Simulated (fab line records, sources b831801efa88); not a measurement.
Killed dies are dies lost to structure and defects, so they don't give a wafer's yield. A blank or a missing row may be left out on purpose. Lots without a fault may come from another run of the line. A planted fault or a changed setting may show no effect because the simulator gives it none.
fab line records | flow gf180mcu
record lots=24 wafers=72 last_day=34
route steps=602 shown V1@338 M3@425 V4@491 MIM@506
lots that met no fault: from a run of the same line without faults
start_h: hours from the record's first day to the start of the lot's first wafer shown | wait_h: hours since the lot's step before | " the same as in the row above | L1.1+2: a row that stands for several wafers | - no value, or no start given | * or withheld: withheld | < > ~ a bound
route shown NAME@n: a module of which the file shows steps, and the number in the route of the first | usual: mean/standard deviation of fault-free wafers | same: alike in all rows | chamber/n: place in a boat | sites: the reading at each site | _std_site: their standard deviation | _edge_site: outer sites' mean less inner sites' | radius_mm: how far each site lies from the wafer's centre | mask NAME#n: copy n | behind: the tool/chamber that last shaped the wafer | hold: why the lot was held/for how many hours/how that ended | device: the transistor (n, p or np) that didn't switch | end of line: the same wafers' tests at the end of the route | a step without rows: its recipe alone | killed: dies lost to structure and defects at the first sort, not the wafer's yield | map: a wafer's dies, x killed, . not, _ none there
set.NAME: the setting as run; set.NAME@STEP: as run at that earlier step | model.NAME: the simulator's own value behind a step, which no gauge read
steps of the route over a sample of lots; a table a step, a row a wafer
services: from which hour (start_h, from the record's first day; less than 0 if before it) a tool's chamber was out of use, for how many hours, and why
## steps
# step GF_V1_THK_MEAS_03
# recipe reads=SiO2_of_V1_CVD_02
# usual V1_CVD_02_THK=850/11
# columns lot.wafer tool chamber start_h wait_h V1_CVD_02_THK[nm]
L074.1 film_metro-03 - 378.82 0.0 828
L074.4 " - " " 855
L074.6 " - " " 860
L075.2 film_metro-03 - 383.34 0.0 855
L075.4 " - " " 875
L075.6 " - " " 874
L076.1 film_metro-03 - 393.13 0.0 853
L076.5 " - " " 861
L076.6 " - " " 858
L077.2 film_metro-02 - 408.48 0.0 852
L077.5 " - " " 855
L077.6 " - " " 861
L078.3 film_metro-02 - 411.25 0.1 845
L078.4 " - " " 866
L078.6 " - " " 845
L079.1 film_metro-03 - 418.37 0.0 849
L079.3 " - " " 829
L079.5 " - " " 868
L080.2 film_metro-02 - 435.17 0.0 856
L080.3 " - " " 860
L080.5 " - " " 856
L081.2 film_metro-04 - 442.65 0.0 846
L081.5 " - " " 857
L081.6 " - " " 857
L082.1 film_metro-04 - 460.32 0.0 847
L082.4 " - " " 868
L082.6 " - " " 858
L083.2 film_metro-03 - 476.61 0.0 837
L083.3 " - " " 851
L083.4 " - " " 867
L084.3 film_metro-03 - 480.54 0.1 853
L084.5 " - " " 848
L084.6 " - " " 861
L085.4 film_metro-02 - 500.61 0.0 853
L085.5 " - " " 849
L085.6 " - " " 850
L086.2 film_metro-03 - 506.53 0.0 850
L086.4 " - " " 837
L086.5 " - " " 847
L087.2 film_metro-03 - 515.88 0.0 840
L087.3 " - " " 831
L087.6 " - " " 857
L088.2 film_metro-03 - 519.98 0.0 841
L088.3 " - " " 847
L088.6 " - " " 863
L090.1 film_metro-03 - 536.18 0.0 844
L090.2 " - " " 844
L090.4 " - " " 860
L089.2 film_metro-03 - 539.01 0.0 838
L089.4 " - " " 844
L089.6 " - " " 851
L092.2 film_metro-02 - 553.73 0.0 852
L092.3 " - " " 831
L092.4 " - " " 841
L091.2 film_metro-03 - 555.90 0.0 849
L091.3 " - " " 845
L091.5 " - " " 862
L093.2 film_metro-04 - 562.68 0.0 832
L093.3 " - " " 836
L093.5 " - " " 852
L094.2 film_metro-02 - 567.72 0.0 830
L094.3 " - " " 843
L094.6 " - " " 849
L096.2 film_metro-03 - 573.83 0.0 836
L096.3 " - " " 847
L096.6 " - " " 848
L095.4 film_metro-04 - 577.57 0.0 864
L095.5 " - " " 849
L095.6 " - " " 854
L097.1 film_metro-03 - 589.43 0.0 844
L097.2 " - " " 847
L097.3 " - " " 841
# step GF_M3_METAL_ETCH_16
# recipe chemistry=Cl2/BCl3 mask_material=KrF target_depth_nm=750.8 stop_on=SiO2 pressure_mtorr=8 icp_w=800 bias_w=140 Cl2_flow_sccm=80 bcl3_flow_sccm=40 time_s=125.1
# usual drypump_motor_current_A=5.9/0.31 oes_product_au=0.990/0.0059 throttle_valve_pct=28.230/0.01
# columns lot.wafer tool chamber start_h wait_h drypump_motor_current_A oes_product_au rf_hours_counter_h throttle_valve_pct
L074.1 rie_metal-02 1 477.87 0.0 5.5 0.992 6 28.243
L074.4 " 1 " " 5.5 0.988 - 28.228
L074.6 " 1 " " 5.4 0.995 - 28.237
L075.2 rie_metal-02 1 482.82 0.0 5.5 0.985 6 28.229
L075.4 " 0 " " 6.2 0.996 - 28.237
L075.6 " 0 " " 6.2 0.983 - 28.229
L076.1 rie_metal-04 1 493.12 0.0 6.3 0.993 2 28.219
L076.5 " 0 " " 5.7 0.982 - 28.240
L076.6 " 1 " " 6.3 0.985 - 28.230
L077.2 rie_metal-02 1 508.52 0.0 5.5 0.987 7 28.238
L077.5 " 0 " " 6.2 0.980 - 28.235
L077.6 " 1 " " 5.5 0.992 - 28.225
L078.3 rie_metal-04 1 511.61 0.1 6.3 0.989 - 28.240
L078.4 " 0 " " 5.7 0.991 - 28.235
L078.6 " 1 " " 6.3 0.990 - 28.224
L079.1 rie_metal-02 0 519.89 0.0 6.2 0.986 1 28.217
L079.3 " 1 " " 5.5 0.999 - 28.216
L079.5 " 0 " " 6.2 0.985 - 28.251
L080.2 rie_metal-02 0 535.52 0.0 6.2 0.989 1 28.262
L080.3 " 1 " " 5.5 0.992 - 28.221
L080.5 " 1 " " 5.5 0.990 - 28.212
L081.2 rie_metal-04 0 540.92 0.0 5.7 0.989 7 28.224
L081.5 " 0 " " 5.7 0.997 - 28.222
L081.6 " 1 " " 6.3 0.980 - 28.220
L082.1 rie_metal-04 1 558.92 0.0 6.3 0.982 4 28.258
L082.4 " 0 " " 5.7 0.986 - 28.233
L082.6 " 0 " " 5.7 0.989 - 28.225
L083.2 rie_metal-02 1 572.82 0.0 5.5 0.999 9 28.230
L083.3 " 0 " " 6.2 0.992 - 28.231
L083.4 " 1 " " 5.5 0.995 - 28.207
L084.3 rie_metal-02 1 577.21 0.1 5.4 0.998 - 28.215
L084.5 " 0 " " 6.2 0.987 - 28.214
L084.6 " 1 " " 5.4 1.005 - 28.221
L085.4 rie_metal-01 1 594.86 0.1 5.9 0.984 - 28.236
L085.5 " 1 " " 5.9 0.996 - 28.228
L085.6 " 0 " " 6.1 0.990 - 28.223
L086.2 rie_metal-04 0 601.27 0.1 5.7 0.987 - 28.237
L086.4 " 0 " " 5.7 0.980 - 28.237
L086.5 " 0 " " 5.7 0.981 - 28.240
L087.2 rie_metal-01 0 609.67 0.0 6.1 0.995 7 28.230
L087.3 " 1 " " 6.0 0.978 - 28.242
L087.6 " 1 " " 6.0 0.989 - 28.238
L088.2 rie_metal-04 0 613.76 0.1 5.7 0.985 - 28.214
L088.3 " 0 " " 5.7 0.983 - 28.230
L088.6 " 0 " " 5.7 0.982 - 28.230
L090.1 rie_metal-02 1 627.22 0.0 5.4 0.993 11 28.215
L090.2 " 0 " " 6.2 0.989 5 28.226
L090.4 " 1 " " 5.4 0.997 - 28.230
L089.2 rie_metal-02 0 631.47 0.0 6.2 0.995 5 28.226
L089.4 " 1 " " 5.5 0.994 - 28.215
L089.6 " 0 " " 6.2 0.995 - 28.239
L092.2 rie_metal-04 1 641.97 0.0 6.3 0.992 6 28.233
L092.3 " 1 " " 6.3 0.988 - 28.234
L092.4 " 0 " " 5.7 0.995 - 28.222
L091.2 rie_metal-04 0 645.97 0.0 5.7 1.005 11 28.226
L091.3 " 1 " " 6.3 0.992 - 28.218
L091.5 " 0 " " 5.7 0.993 - 28.222
L093.2 rie_metal-04 1 651.11 0.0 6.3 0.984 7 28.237
L093.3 " 1 " " 6.3 0.978 - 28.231
L093.5 " 1 " " 6.3 0.980 - 28.235
L094.2 rie_metal-01 0 655.57 0.0 6.1 0.998 9 28.223
L094.3 " 1 " " 6.0 0.989 - 28.230
L094.6 " 1 " " 5.9 0.988 - 28.232
L096.2 rie_metal-02 1 661.41 0.0 5.5 0.992 12 28.224
L096.3 " 0 " " 6.2 0.987 - 28.233
L096.6 " 1 " " 5.4 0.991 - 28.220
L095.4 rie_metal-04 0 664.26 0.1 5.7 0.987 - 28.242
L095.5 " 1 " " 6.3 0.986 - 28.223
L095.6 " 0 " " 5.7 0.985 - 28.245
L097.1 rie_metal-01 1 676.06 0.0 6.0 0.991 4 28.234
L097.2 " 0 " " 6.1 0.989 9 28.229
L097.3 " 1 " " 6.0 0.982 - 28.238
# step GF_V4_OVL_MEAS_15
# usual V4_OVL=0/5.2
# columns lot.wafer tool chamber start_h wait_h V4_OVL[nm]
L074.1 overlay-01 - 552.63 0.1 -8
L074.4 " - " " 1
L074.6 " - " " 1
L075.2 overlay-02 - 556.89 0.1 1
L075.4 " - " " 4
L075.6 " - " " 5
L076.1 overlay-02 - 565.08 0.1 -5
L076.5 " - " " -3
L076.6 " - " " 1
L077.2 overlay-01 - 581.14 0.1 2
L077.5 " - " " 8
L077.6 " - " " 8
L078.3 overlay-01 - 583.64 0.1 -2
L078.4 " - " " -4
L078.6 " - " " -6
L079.1 overlay-02 - 591.35 0.1 -8
L079.3 " - " " -5
L079.5 " - " " -6
L080.2 overlay-02 - 606.34 0.1 2
L080.3 " - " " -8
L080.5 " - " " -2
L081.2 overlay-02 - 610.59 0.1 3
L081.5 " - " " -4
L081.6 " - " " 2
L082.1 overlay-02 - 628.93 0.1 -4
L082.4 " - " " 7
L082.6 " - " " 3
L083.2 overlay-01 - 639.68 0.1 4
L083.3 " - " " 2
L083.4 " - " " 0
L084.3 overlay-01 - 644.59 0.1 2
L084.5 " - " " -5
L084.6 " - " " -1
L085.4 overlay-02 - 660.29 0.1 -7
L085.5 " - " " -14
L085.6 " - " " -6
L086.2 overlay-01 - 665.68 0.1 5
L086.4 " - " " -3
L086.5 " - " " -6
L087.2 overlay-01 - 674.44 0.1 0
L087.3 " - " " -7
L087.6 " - " " 4
L088.2 overlay-01 - 677.78 0.1 4
L088.3 " - " " -1
L088.6 " - " " -2
L090.1 overlay-01 - 689.93 0.1 -2
L090.2 " - " " -1
L090.4 " - " " 2
L089.2 overlay-01 - 693.78 0.1 1
L089.4 " - " " -7
L089.6 " - " " 4
L092.2 overlay-01 - 702.53 0.1 4
L092.3 " - " " -2
L092.4 " - " " -1
L091.2 overlay-01 - 706.03 0.1 -2
L091.3 " - " " 2
L091.5 " - " " 1
L093.2 overlay-01 - 711.63 0.1 7
L093.3 " - " " -1
L093.5 " - " " -1
L094.2 overlay-01 - 715.93 0.1 10
L094.3 " - " " 4
L094.6 " - " " 1
L096.2 overlay-02 - 720.98 0.1 9
L096.3 " - " " 0
L096.6 " - " " 6
L095.4 overlay-02 - 723.80 0.1 7
L095.5 " - " " 7
L095.6 " - " " 9
L097.1 overlay-01 - 734.68 0.1 7
L097.2 " - " " 6
L097.3 " - " " 11
# step GF_MIM_SPUTTER_03
# recipe material=Ti target_thk_nm=10 substrate_temp_c=300 chamber_pressure_pa=0.3 power_w=3000 time_s=6.7
# usual throttle_valve_pct=29.6/1.3
# columns lot.wafer tool chamber start_h wait_h throttle_valve_pct
L074.1 pvd_sputter-03 - 554.29 0.0 30.3
L074.4 " - " " 28.6
L074.6 " - " " 28.7
L075.2 pvd_sputter-04 - 558.43 0.0 29.3
L075.4 " - " " 29.2
L075.6 " - " " 28.9
L076.1 pvd_sputter-03 - 566.63 0.0 30.7
L076.5 " - " " 30.5
L076.6 " - " " 28.6
L077.2 pvd_sputter-01 - 582.68 0.0 26.8
L077.5 " - " " 32.4
L077.6 " - " " 30.4
L078.3 pvd_sputter-03 - 585.18 0.0 28.6
L078.4 " - " " 28.8
L078.6 " - " " 28.5
L079.1 pvd_sputter-03 - 592.90 0.0 28.6
L079.3 " - " " 30.7
L079.5 " - " " 29.2
L080.2 pvd_sputter-03 - 607.88 0.0 28.9
L080.3 " - " " 28.9
L080.5 " - " " 28.7
L081.2 pvd_sputter-01 - 612.16 0.0 26.9
L081.5 " - " " 31.0
L081.6 " - " " 30.4
L082.1 pvd_sputter-01 - 630.51 0.0 32.3
L082.4 " - " " 30.8
L082.6 " - " " 30.5
L083.2 pvd_sputter-04 - 641.26 0.0 29.3
L083.3 " - " " 28.9
L083.4 " - " " 28.9
L084.3 pvd_sputter-04 - 646.16 0.0 29.1
L084.5 " - " " 29.1
L084.6 " - " " 28.8
L085.4 pvd_sputter-04 - 661.86 0.0 29.2
L085.5 " - " " 30.8
L085.6 " - " " 29.2
L086.2 pvd_sputter-04 - 667.23 0.0 29.1
L086.4 " - " " 28.9
L086.5 " - " " 30.8
L087.2 pvd_sputter-04 - 676.03 0.0 29.4
L087.3 " - " " 28.9
L087.6 " - " " 30.7
L088.2 pvd_sputter-04 - 679.34 0.0 28.8
L088.3 " - " " 30.8
L088.6 " - " " 28.9
L090.1 pvd_sputter-03 - 691.48 0.0 30.6
L090.2 " - " " 28.8
L090.4 " - " " 29.0
L089.2 pvd_sputter-04 - 695.33 0.0 30.9
L089.4 " - " " 28.6
L089.6 " - " " 29.0
L092.2 pvd_sputter-03 - 704.19 0.0 28.4
L092.3 " - " " 29.0
L092.4 " - " " 30.7
L091.2 pvd_sputter-04 - 707.58 0.0 29.0
L091.3 " - " " 28.6
L091.5 " - " " 28.9
L093.2 pvd_sputter-03 - 713.53 0.0 29.0
L093.3 " - " " 30.7
L093.5 " - " " 30.6
L094.2 pvd_sputter-01 - 717.83 0.0 30.7
L094.3 " - " " 32.5
L094.6 " - " " 30.6
L096.2 pvd_sputter-01 - 722.54 0.0 30.6
L096.3 " - " " 26.9
L096.6 " - " " 32.5
L095.4 pvd_sputter-01 - 725.33 0.0 30.8
L095.5 " - " " 30.0
L095.6 " - " " 32.5
L097.1 pvd_sputter-04 - 736.27 0.0 29.0
L097.2 " - " " 30.7
L097.3 " - " " 28.8
# step GF_MIM_SPUTTER_07
# recipe material=TiN target_thk_nm=60 power_w=6500 time_s=50 chamber_pressure_pa=0.4
# usual throttle_valve_pct=29.6/1.4
# columns lot.wafer tool chamber start_h wait_h throttle_valve_pct
L074.1 pvd_sputter-04 - 554.44 0.1 29.2
L074.4 " - " " 28.7
L074.6 " - " " 30.9
L075.2 pvd_sputter-01 - 558.58 0.0 32.3
L075.4 " - " " 30.9
L075.6 " - " " 30.8
L076.1 pvd_sputter-04 - 566.78 0.1 28.7
L076.5 " - " " 29.4
L076.6 " - " " 29.1
L077.2 pvd_sputter-03 - 582.83 0.0 28.9
L077.5 " - " " 28.5
L077.6 " - " " 29.1
L078.3 pvd_sputter-01 - 585.33 0.0 26.9
L078.4 " - " " 30.3
L078.6 " - " " 30.9
L079.1 pvd_sputter-04 - 593.05 0.1 29.0
L079.3 " - " " 28.8
L079.5 " - " " 28.6
L080.2 pvd_sputter-01 - 608.03 0.0 27.2
L080.3 " - " " 32.2
L080.5 " - " " 31.0
L081.2 pvd_sputter-03 - 612.37 0.0 28.9
L081.5 " - " " 28.8
L081.6 " - " " 28.6
L082.1 pvd_sputter-01 - 630.66 0.1 30.7
L082.4 " - " " 30.7
L082.6 " - " " 32.4
L083.2 pvd_sputter-01 - 641.42 0.0 30.3
L083.3 " - " " 31.0
L083.4 " - " " 30.8
L084.3 pvd_sputter-03 - 646.31 0.0 28.8
L084.5 " - " " 28.6
L084.6 " - " " 28.9
L085.4 pvd_sputter-03 - 662.01 0.0 28.7
L085.5 " - " " 28.7
L085.6 " - " " 28.8
L086.2 pvd_sputter-01 - 667.40 0.0 30.7
L086.4 " - " " 32.7
L086.5 " - " " 30.5
L087.2 pvd_sputter-03 - 676.18 0.0 28.8
L087.3 " - " " 29.0
L087.6 " - " " 28.9
L088.2 pvd_sputter-03 - 679.49 0.0 29.1
L088.3 " - " " 28.8
L088.6 " - " " 28.8
L090.1 pvd_sputter-01 - 691.63 0.1 30.7
L090.2 " - " " 30.4
L090.4 " - " " 27.1
L089.2 pvd_sputter-03 - 695.48 0.0 28.7
L089.4 " - " " 28.7
L089.6 " - " " 29.0
L092.2 pvd_sputter-03 - 704.35 0.0 28.7
L092.3 " - " " 29.3
L092.4 " - " " 30.6
L091.2 pvd_sputter-01 - 707.73 0.0 32.7
L091.3 " - " " 26.8
L091.5 " - " " 32.4
L093.2 pvd_sputter-04 - 713.68 0.0 29.0
L093.3 " - " " 30.6
L093.5 " - " " 29.1
L094.2 pvd_sputter-04 - 717.98 0.0 28.8
L094.3 " - " " 30.6
L094.6 " - " " 29.0
L096.2 pvd_sputter-04 - 722.69 0.0 29.0
L096.3 " - " " 30.7
L096.6 " - " " 28.7
L095.4 pvd_sputter-04 - 725.48 0.0 29.1
L095.5 " - " " 28.8
L095.6 " - " " 30.7
L097.1 pvd_sputter-01 - 736.43 0.1 31.1
L097.2 " - " " 32.4
L097.3 " - " " 26.7
# step GF_MIM_RS_MEAS_10
# recipe thk_meas_gauge=four-point-probe reads=TiN_of_MIM_SPUTTER_09+AlCu_of_MIM_SPUTTER_08+TiN_of_MIM_SPUTTER_07
# usual MIM_ALCU_RS=0.1611/0.0018
# columns lot.wafer tool chamber start_h wait_h MIM_ALCU_RS[ohm/sq]
L074.1 film_metro-03 - 554.54 0.0 0.1622
L074.4 " - " " 0.1626
L074.6 " - " " 0.1605
L075.2 film_metro-02 - 558.70 0.0 0.1591
L075.4 " - " " 0.1609
L075.6 " - " " 0.1629
L076.1 film_metro-03 - 566.88 0.0 0.1637
L076.5 " - " " 0.1638
L076.6 " - " " 0.1626
L077.2 film_metro-01 - 582.95 0.0 0.1629
L077.5 " - " " 0.1625
L077.6 " - " " 0.1627
L078.3 film_metro-01 - 585.47 0.1 0.1598
L078.4 " - " " 0.1586
L078.6 " - " " 0.1620
L079.1 film_metro-02 - 593.15 0.0 0.1598
L079.3 " - " " 0.1607
L079.5 " - " " 0.1607
L080.2 film_metro-02 - 608.15 0.0 0.1589
L080.3 " - " " 0.1586
L080.5 " - " " 0.1601
L081.2 film_metro-03 - 612.49 0.0 0.1604
L081.5 " - " " 0.1616
L081.6 " - " " 0.1614
L082.1 film_metro-02 - 630.76 0.0 0.1592
L082.4 " - " " 0.1602
L082.6 " - " " 0.1597
L083.2 film_metro-01 - 641.54 0.0 0.1605
L083.3 " - " " 0.1631
L083.4 " - " " 0.1635
L084.3 film_metro-03 - 646.46 0.1 0.1602
L084.5 " - " " 0.1609
L084.6 " - " " 0.1620
L085.4 film_metro-03 - 662.17 0.1 0.1622
L085.5 " - " " 0.1620
L085.6 " - " " 0.1631
L086.2 film_metro-03 - 667.52 0.0 0.1604
L086.4 " - " " 0.1627
L086.5 " - " " 0.1603
L087.2 film_metro-02 - 676.30 0.0 0.1597
L087.3 " - " " 0.1604
L087.6 " - " " 0.1591
L088.2 film_metro-03 - 679.61 0.0 0.1624
L088.3 " - " " 0.1623
L088.6 " - " " 0.1607
L090.1 film_metro-02 - 691.73 0.0 0.1633
L090.2 " - " " 0.1591
L090.4 " - " " 0.1589
L089.2 film_metro-03 - 695.60 0.0 0.1622
L089.4 " - " " 0.1616
L089.6 " - " " 0.1617
L092.2 film_metro-03 - 704.47 0.0 0.1618
L092.3 " - " " 0.1599
L092.4 " - " " 0.1608
L091.2 film_metro-02 - 707.85 0.0 0.1620
L091.3 " - " " 0.1612
L091.5 " - " " 0.1626
L093.2 film_metro-01 - 713.82 0.0 0.1625
L093.3 " - " " 0.1621
L093.5 " - " " 0.1643
L094.2 film_metro-01 - 718.11 0.0 0.1596
L094.3 " - " " 0.1588
L094.6 " - " " 0.1592
L096.2 film_metro-03 - 722.82 0.0 0.1616
L096.3 " - " " 0.1605
L096.6 " - " " 0.1636
L095.4 film_metro-02 - 725.65 0.1 0.1623
L095.5 " - " " 0.1620
L095.6 " - " " 0.1624
L097.1 film_metro-02 - 736.54 0.0 0.1596
L097.2 " - " " 0.1591
L097.3 " - " " 0.1580
## services
# columns tool chamber start_h hours kind
rie_metal-01 - 454.15 0.6 repair
pvd_sputter-04 1 455.98 - consumable_replace:kit
pvd_sputter-04 1 455.98 18.0 scheduled_down
pvd_sputter-04 1 455.98 18.0 vent_cycle
rie_metal-01 - 482.50 6.7 repair
pvd_sputter-01 1 492.99 - consumable_replace:kit
pvd_sputter-01 1 492.99 18.0 scheduled_down
pvd_sputter-01 1 492.99 18.0 vent_cycle
rie_metal-01 - 500.65 14.6 pm
pvd_sputter-04 - 500.71 2.5 repair
pvd_sputter-04 - 520.86 3.5 repair
rie_metal-02 - 545.80 0.3 repair
rie_metal-04 0 562.50 22.3 repair
rie_metal-04 1 587.56 28.9 repair
pvd_sputter-03 3 604.63 - consumable_replace:kit
pvd_sputter-03 3 604.63 18.0 scheduled_down
pvd_sputter-03 3 604.63 18.0 vent_cycle
rie_metal-02 - 622.81 4.3 pm
rie_metal-02 0 666.47 20.7 repair
pvd_sputter-03 2 704.45 - consumable_replace:kit
pvd_sputter-03 2 704.45 18.0 scheduled_down
pvd_sputter-03 2 704.45 18.0 vent_cycle
pvd_sputter-03 - 716.71 14.6 repair
pvd_sputter-03 - 733.08 2.4 repair
## key
fault none
